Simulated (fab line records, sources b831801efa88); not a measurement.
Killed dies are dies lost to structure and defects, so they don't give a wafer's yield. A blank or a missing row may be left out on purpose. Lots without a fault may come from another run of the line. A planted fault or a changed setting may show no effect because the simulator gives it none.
Tool commonality check | flow sky130 | 10 lots, 30 wafers sampled

WHY IT WAS OPENED
At SKY_SPACER_THK_MEAS_01 the reading SPACER_CVD_00_THK is flagged on 2 of 10 lots. Wafers without a fault read 42.8 nm, standard deviation 0.46.
Rule: a lot is flagged when every wafer of it that has a number lies more than 4 standard deviations from that mean, or none has a number. The other lots count as sound.

lot  | measured     | on            | SPACER_CVD_00_THK (nm), wafer by wafer | flag
L353 | day 23 08:34 | film_metro-03 | 42.7 42.4 42.5                         |
L354 | day 23 18:57 | film_metro-04 | 42.8 42.1 42.7                         |
L358 | day 25 07:07 | film_metro-01 | 42.7 42.6 43.1                         |
L359 | day 26 01:05 | film_metro-01 | 42.6 42.7 42.7                         |
L361 | day 26 19:53 | film_metro-04 | 42.4 42.4 42.6                         |
L362 | day 26 23:44 | film_metro-01 | 43.3 43.5 42.9                         |
L363 | day 26 23:45 | film_metro-04 | 43.2 42.9 43.2                         |
L365 | day 28 01:59 | film_metro-03 | 42.3 42.5 42.2                         |
L370 | day 29 09:29 | film_metro-04 | 39.8 40.1 39.9                         | FLAGGED
L371 | day 29 23:51 | film_metro-01 | 39.6 39.8 39.5                         | FLAGGED
The numbers of the flagged lots are 39.8 nm on average: -3.0 nm against the usual, or -7 standard deviations.

WHICH TOOL RAN EACH LOT
The record holds 3 process steps before the reading, out of a route of 708 steps. In each cell: the tool, then ch and the chambers that the sampled wafers went through, then the start.
lot  | flag    | SKY_FIELD_ISO_ETCH_17           | SKY_LDD_P_STRIP_10                   | SKY_SPACER_CVD_00
L353 |         | rie_si-01 ch 0,1, day 2 11:32   | plasma_asher-02 ch 0,1, day 19 10:28 | lpcvd-02 ch 1, day 23 07:22
L354 |         | rie_si-01 ch 2,3, day 2 16:08   | plasma_asher-01 ch 0,1, day 19 21:15 | lpcvd-02 ch 1, day 23 17:07
L358 |         | rie_si-01 ch 1,2,3, day 3 14:12 | plasma_asher-02 ch 0,1, day 21 08:58 | lpcvd-02 ch 1, day 25 05:18
L359 |         | rie_si-02 ch 1,2,3, day 3 17:17 | plasma_asher-02 ch 0,1, day 22 03:40 | lpcvd-02 ch 1, day 25 22:23
L361 |         | rie_si-01 ch 2,3, day 4 04:27   | plasma_asher-04 ch 0,1, day 22 22:46 | lpcvd-02 ch 0, day 26 18:04
L362 |         | rie_si-01 ch 0,1,3, day 4 09:50 | plasma_asher-04 ch 0,1, day 23 00:56 | lpcvd-02 ch 1, day 26 21:55
L363 |         | rie_si-02 ch 0,3, day 4 13:11   | plasma_asher-02 ch 0,1, day 23 00:42 | lpcvd-02 ch 1, day 26 21:55
L365 |         | rie_si-01 ch 1,2,3, day 5 04:12 | plasma_asher-02 ch 0,1, day 24 06:13 | lpcvd-02 ch 1, day 28 00:45
L370 | FLAGGED | rie_si-02 ch 0,1,2, day 6 02:03 | plasma_asher-01 ch 0,1, day 25 17:59 | lpcvd-02 ch 1, day 29 08:15
L371 | FLAGGED | rie_si-01 ch 0,1,3, day 6 09:18 | plasma_asher-02 ch 0,1, day 26 08:33 | lpcvd-02 ch 1, day 29 22:38
What these steps do:
- SKY_FIELD_ISO_ETCH_17: etches Si in HBr/Cl2/O2, target depth 342 nm, time 97.7 s.
- SKY_LDD_P_STRIP_10: strips in O2/N2.
- SKY_SPACER_CVD_00: deposits Si3N4 from DCS/NH3, target thk 43.1 nm, time 740 s.
- SKY_SPACER_THK_MEAS_01

FLAGGED OVER TOTAL, TOOL BY TOOL (the gauges that took the reading come last)
step                   | tool            | lots run | flagged | share of the flagged lots | sound lots run after its first flagged lot
SKY_FIELD_ISO_ETCH_17  | rie_si-01       | 7        | 1       | some                      | 0
SKY_FIELD_ISO_ETCH_17  | rie_si-02       | 3        | 1       | some                      | 0
SKY_LDD_P_STRIP_10     | plasma_asher-01 | 2        | 1       | some                      | 0
SKY_LDD_P_STRIP_10     | plasma_asher-02 | 6        | 1       | some                      | 0
SKY_LDD_P_STRIP_10     | plasma_asher-04 | 2        | 0       | none                      | -
SKY_SPACER_CVD_00      | lpcvd-02        | 10       | 2       | all                       | 0
SKY_SPACER_THK_MEAS_01 | film_metro-01   | 4        | 1       | some                      | 0
SKY_SPACER_THK_MEAS_01 | film_metro-03   | 2        | 0       | none                      | -
SKY_SPACER_THK_MEAS_01 | film_metro-04   | 4        | 1       | some                      | 0

WHAT THE TABLE ALLOWS
1 row of the table ran every flagged lot: lpcvd-02 at SKY_SPACER_CVD_00.
- lpcvd-02 at SKY_SPACER_CVD_00: 2 of its 10 lots flagged. Its last sound lot is L365 (day 28 00:45), its first flagged lot L370 (day 29 08:15): a fault that began between those two fits.
One tool is left: lpcvd-02 at SKY_SPACER_CVD_00.

WHAT THE SIMULATOR HAD PUT IN
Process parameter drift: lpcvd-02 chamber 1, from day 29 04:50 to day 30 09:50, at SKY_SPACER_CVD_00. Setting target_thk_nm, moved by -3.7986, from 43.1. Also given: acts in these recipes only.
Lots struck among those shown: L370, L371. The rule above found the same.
